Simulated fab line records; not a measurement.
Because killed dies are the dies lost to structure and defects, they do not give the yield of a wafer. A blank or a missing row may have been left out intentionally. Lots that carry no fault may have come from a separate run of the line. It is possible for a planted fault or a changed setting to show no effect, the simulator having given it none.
Chamber matching / flow sky130 / 3 sister chambers for SKY_CAPM_CVD_00 on pecvd-01
The step deposits SiO2, target thk 15.5 nm. 3 wafers are shown with their chamber, then 6 later ones without.

## WAFERS WITH THEIR CHAMBER
wafer=L521.6; chamber=0; heaterPowerW (W)=640
wafer=L530.1; chamber=2; heaterPowerW (W)=609
wafer=L530.5; chamber=1; heaterPowerW (W)=835

## WAFERS WHOSE CHAMBER IS MISSING
wafer=L534.2; heaterPowerW (W)=665
wafer=L534.3; heaterPowerW (W)=758
wafer=L534.4; heaterPowerW (W)=696
wafer=L537.2; heaterPowerW (W)=800
wafer=L537.3; heaterPowerW (W)=748
wafer=L537.4; heaterPowerW (W)=830

## THE CHAMBER EACH PASSED THROUGH
wafer=L534.2; from the rows above=can't be placed: 0 or 2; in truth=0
wafer=L534.3; from the rows above=can't be placed: 1 or 0 or 2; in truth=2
wafer=L534.4; from the rows above=can't be placed: 0 or 2 or 1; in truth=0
wafer=L537.2; from the rows above=1; in truth=1
wafer=L537.3; from the rows above=can't be placed: 1 or 0 or 2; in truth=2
wafer=L537.4; from the rows above=1; in truth=1
2 of 6 placed correctly. Not placeable from these rows: 4 (in 4, the candidates include the true chamber). Number placed wrongly: 0.
How it was worked out, from the rows above alone: a wafer's distance from a chamber is the root of the sum, over the readings, of the square of ((its reading less the chamber's mean) divided by the reading's scatter). If the next closest chamber is less than 2 further off than the closest, the wafer can't be placed; otherwise it belongs to the closest. Each chamber's mean is taken over the wafers shown for it. The scatter: root of mean squared gap, hidden wafer to nearest shown wafer, with one shown wafer a chamber.
